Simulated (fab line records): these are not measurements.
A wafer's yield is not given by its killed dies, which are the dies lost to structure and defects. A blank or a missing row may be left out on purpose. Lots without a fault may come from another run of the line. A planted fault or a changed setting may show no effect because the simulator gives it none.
What tool caused it? + flow sfq-line + 14 lots, 42 wafers sampled, at 3 steps of a route of 325

## WHAT THE GAUGES SHOWED, per wafer
No reading from a measuring or inspecting step in the record can be judged against a usual standard deviation.

## TOOL THAT RAN EACH LOT (tool first, then ch and the chambers of the sampled wafers, then the start)
| lot  | SFQ_TRILAYER_I0_CMP_CMP_028   | SFQ_TRILAYER_I0_METRO_MEASURE_029 | SFQ_TRILAYER_I0_VIA_ETCH_VIA_ETCH_034 |
|------|-------------------------------|-----------------------------------|---------------------------------------|
| L421 | cmp-01 ch 1,2, day 6 09:50    | film-metro-01, day 6 12:57        | rie-diel-02 ch 0,1,2, day 10 06:01    |
| L422 | cmp-01 ch 2,3, day 6 16:20    | film-metro-02, day 6 18:57        | rie-diel-01 ch 0,1,2, day 10 11:59    |
| L423 | cmp-02 ch 0,2, day 6 19:27    | film-metro-02, day 6 22:58        | rie-diel-01 ch 0,3, day 10 17:59      |
| L427 | cmp-02 ch 1,3, day 7 13:57    | film-metro-03, day 7 16:46        | rie-diel-01 ch 0,1,3, day 11 12:03    |
| L431 | cmp-01 ch 2,3, day 8 16:39    | film-metro-02, day 8 19:52        | rie-diel-02 ch 0,1, day 12 18:01      |
| L432 | cmp-01 ch 0,1, day 9 05:05    | film-metro-02, day 9 11:44        | rie-diel-03 ch 0,2, day 13 21:59      |
| L434 | cmp-02 ch 2,3, day 9 11:18    | film-metro-03, day 9 14:49        | rie-diel-01 ch 0,3, day 14 01:35      |
| L435 | cmp-02 ch 0,2,3, day 9 17:47  | film-metro-01, day 9 20:55        | rie-diel-03 ch 0,1,2, day 14 07:35    |
| L436 | cmp-02 ch 0,1,2, day 10 03:17 | film-metro-01, day 10 05:55       | rie-diel-03 ch 1,2,3, day 15 01:32    |
| L438 | cmp-02 ch 1,3, day 10 12:17   | film-metro-02, day 10 14:55       | rie-diel-03 ch 0,1,2, day 15 14:41    |
| L441 | cmp-02 ch 0,3, day 11 04:17   | film-metro-03, day 11 07:07       | rie-diel-01 ch 1,2, day 16 11:05      |
| L442 | cmp-02 ch 0,1,2, day 11 10:17 | film-metro-03, day 11 13:07       | rie-diel-01 ch 1,3, day 16 19:29      |
| L443 | cmp-01 ch 0,1,3, day 11 15:36 | film-metro-02, day 11 18:43       | rie-diel-02 ch 0,3, day 17 02:47      |
| L444 | cmp-01 ch 0,1,3, day 12 01:06 | film-metro-03, day 12 03:43       | rie-diel-02 ch 0,1,3, day 17 09:59    |
- SFQ_TRILAYER_I0_CMP_CMP_028: polishes SiO2.
- SFQ_TRILAYER_I0_METRO_MEASURE_029
- SFQ_TRILAYER_I0_VIA_ETCH_VIA_ETCH_034: etches SiO2 in CHF3, stops on Nb, target depth 260 nm.

## WHAT THE TOOLS THEMSELVES READ (means of the sampled wafers that have a number; where no wafer has one, the mark that the record gives instead)
SFQ_TRILAYER_I0_CMP_CMP_028.
| lot  | tool   | motor-current-A (A) | time-to-endpoint-s (s) |
|------|--------|---------------------|------------------------|
| L421 | cmp-01 | 9.6                 | 214                    |
| L422 | cmp-01 | 10.6                | 214                    |
| L423 | cmp-02 | 11.3                | 229                    |
| L427 | cmp-02 | 9.5                 | 213                    |
| L431 | cmp-01 | 10.3                | 214                    |
| L432 | cmp-01 | 9.1                 | 220                    |
| L434 | cmp-02 | 11.0                | 232                    |
| L435 | cmp-02 | 10.3                | 224                    |
| L436 | cmp-02 | 10.8                | 211                    |
| L438 | cmp-02 | 9.7                 | 220                    |
| L441 | cmp-02 | 9.2                 | 208                    |
| L442 | cmp-02 | 10.3                | 217                    |
| L443 | cmp-01 | 10.3                | 205                    |
| L444 | cmp-01 | 10.3                | 210                    |

SFQ_TRILAYER_I0_METRO_MEASURE_029.
| lot  | tool          | thk-nm (nm) |
|------|---------------|-------------|
| L421 | film-metro-01 | 200.3       |
| L422 | film-metro-02 | 200.7       |
| L423 | film-metro-02 | 200.3       |
| L427 | film-metro-03 | 199.7       |
| L431 | film-metro-02 | 195.6       |
| L432 | film-metro-02 | 195.6       |
| L434 | film-metro-03 | 199.8       |
| L435 | film-metro-01 | 198.8       |
| L436 | film-metro-01 | 199.4       |
| L438 | film-metro-02 | 199.6       |
| L441 | film-metro-03 | 199.5       |
| L442 | film-metro-03 | 200.4       |
| L443 | film-metro-02 | 200.4       |
| L444 | film-metro-03 | 199.2       |

SFQ_TRILAYER_I0_VIA_ETCH_VIA_ETCH_034.
| lot  | tool        | drypump-motor-current-A (A) | oes-product-au (a.u.) | rf-fwd-power-W (W) |
|------|-------------|-----------------------------|-----------------------|--------------------|
| L421 | rie-diel-02 | 5.7                         | 0.852                 | 497.0              |
| L422 | rie-diel-01 | 5.7                         | 0.857                 | 497.4              |
| L423 | rie-diel-01 | 6.1                         | 0.854                 | 496.8              |
| L427 | rie-diel-01 | 5.7                         | 0.858                 | 497.0              |
| L431 | rie-diel-02 | 5.7                         | 0.843                 | 496.7              |
| L432 | rie-diel-03 | 5.1                         | 0.846                 | 499.7              |
| L434 | rie-diel-01 | 6.2                         | 0.855                 | 496.0              |
| L435 | rie-diel-03 | 5.4                         | 0.848                 | 497.4              |
| L436 | rie-diel-03 | 5.4                         | 0.852                 | 498.7              |
| L438 | rie-diel-03 | 5.3                         | 0.851                 | 497.2              |
| L441 | rie-diel-01 | 5.2                         | 0.850                 | 496.9              |
| L442 | rie-diel-01 | 5.5                         | 0.855                 | 499.0              |
| L443 | rie-diel-02 | 6.1                         | 0.856                 | 499.3              |
| L444 | rie-diel-02 | 5.9                         | 0.856                 | 499.7              |

## THE ANSWER, worked out from the rows above alone
Rule: the lots themselves supply what counts as usual. Put in order of their means at a reading, lots are off if they are a third of the lots or fewer, leave a main group of 4 or more, and stand apart from it by a gap of 3 or more times the standard deviation of the main group's means; of several such gaps the widest counts. Not used: any main group whose means are identical at the precision the tables above print for the reading. A lot without any number at a reading at which 4 lots or more have one is off too. Any other lot the step has rows for is counted as sound. Order of review: gauges by route order, followed by the tools' own readings, for which a lot's mean as printed above is used. At the first step where some lot is off, the reading lying furthest off is the one used; lots without a number count as furthest.
Off: L431, L432, at SFQ_TRILAYER_I0_METRO_MEASURE_029 (thk-nm). The main group has a mean of 199.8 nm with a standard deviation of 0.55.
A tool fits if, at that step or a process step before it, it ran every lot that is off, and no sound lot after the first of them. Not one of the candidates tried fits.

## WHAT WAS PUT IN BY THE SIMULATOR
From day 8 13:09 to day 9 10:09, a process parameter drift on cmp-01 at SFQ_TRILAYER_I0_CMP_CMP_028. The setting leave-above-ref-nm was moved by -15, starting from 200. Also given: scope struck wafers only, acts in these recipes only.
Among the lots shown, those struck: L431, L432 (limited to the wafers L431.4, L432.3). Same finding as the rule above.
